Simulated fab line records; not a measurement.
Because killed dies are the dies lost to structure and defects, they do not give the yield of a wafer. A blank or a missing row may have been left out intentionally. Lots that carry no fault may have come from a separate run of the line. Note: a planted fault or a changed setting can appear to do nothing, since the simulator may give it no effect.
Problem report in the 8D (eight disciplines) form, filled by code	flow sky130	the parts of the form that need people (team, actions taken, sign-off) are left out

1. THE PROBLEM
overpolishRunS at SKY_VIA3_CMP_24 reads a mean of 0.040 s on 1 wafer of 1 lot; wafers without a fault read 20.002 s with a standard deviation of 0.0095. That is -99 or more standard deviations from the usual mean.
The step: polishes, stops on SiO2, t overpolish 20 s, target thk 0 nm.
Earliest sighting: wafer L726.5 on cmp-01 at day 43 02:01. The record holds 35 wafers of 12 lots with a number at this step. Rule for "out" (also "out of limits"): further than 4 standard deviations from the usual mean. Any other wafer with a number is counted as sound.

2. WHAT IT IS, AND WHAT IT ISN'T
question	is	is not
which readings at this step	overpolishRunS, timeToEndpointS	headPressurePsi, motorCurrentA
which lots	L726	L715, L717, L719, L721, L722, L732, L733, L734, L735, L736, L738
which wafers of those lots	L726.5	L726.3
read on which tools	cmp-01	cmp-02
when	from day 43 02:01	up to then (16 sound wafers); but 18 sound wafers of L732, L733, L734, L735, L736, L738 came after

3. THE SUSPECTS, EACH WITH WHAT RULES IT OUT
Counting: if a tool at a process step up to the reading ran every lot that is out, it stays a suspect. Sound lots after the first of them don't rule it out here, since some wafers of a struck lot are sound.
- pvdSputter-04 at SKY_METAL1_SPUTTER_03 (material Ti, target thk 5 nm, time 3.3 s): kept. It ran the lot that is out, L726 (day 35 08:28); its last sound lot up to then is L721 (day 34 13:58).
- cmp-01 at SKY_VIA3_CMP_24 (polishes, stops on SiO2, t overpolish 20 s, target thk 0 nm): kept. It ran the lot that is out, L726 (day 43 02:01); its last sound lot up to then is L722 (day 42 05:38). On those wafers its own readings are out: overpolishRunS, timeToEndpointS.
- At SKY_VIA3_CMP_24 on cmp-01, chamber 2 took the sound wafers of the same lots and chamber 0 took the wafers that are out.
After counting, pvdSputter-04 at SKY_METAL1_SPUTTER_03 and cmp-01 at SKY_VIA3_CMP_24 remain.

4. THE CAUSE (what the simulator had put in)
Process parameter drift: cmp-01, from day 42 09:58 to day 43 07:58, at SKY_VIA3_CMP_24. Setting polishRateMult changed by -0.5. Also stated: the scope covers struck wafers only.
After counting, 2 suspects remain, this tool included.

5. THE EFFECT CHAIN, in route order
One row per reading whose mean, taken over the struck wafers that have a number, lies over 3 standard deviations from the usual. Readings are gone through only where the record gives a usual standard deviation; hours: the median, over the lots, of the time from a lot's start at the first step in this table giving one to that lot's start at this step; sigmas: the change measured in usual standard deviations.
hours	step	reading	usual	on struck wafers	change	sigmas
0	SKY_VIA3_CMP_24	overpolishRunS	20.002 s	0.040	-19.962	-99 or more
0	SKY_VIA3_CMP_24	timeToEndpointS	95 s	150	+55	+15
135	SKY_PAD_OPEN_PROBE_99	defectLimitedYield	82.5 %	0.0	-82.5	-41
135	SKY_PAD_OPEN_PROBE_99	killed_at_M0_to_M3	44	455	+411	+59
135	SKY_PAD_OPEN_PROBE_99	killedDies	86	492	+406	+42
135	SKY_PAD_OPEN_PROBE_99	killedOnRim	17	96	+79	+19
135	SKY_PAD_OPEN_PROBE_99	sort_bin_3_pad_short	0.9 %	83.5	+82.6	+99 or more
135	SKY_PAD_OPEN_PROBE_99	sortNPass	406	0	-406	-42
135	SKY_PAD_OPEN_PROBE_99	sortYieldPct	82.5 %	0.0	-82.5	-41
The process steps in it:
- SKY_VIA3_CMP_24: polishes, stops on SiO2, t overpolish 20 s, target thk 0 nm.
- SKY_PAD_OPEN_PROBE_99

6. HOW IT WOULD HAVE BEEN CAUGHT EARLIER
First out-of-limits reading in this record: day 43 02:01, which is 16 hours after fault onset at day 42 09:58.
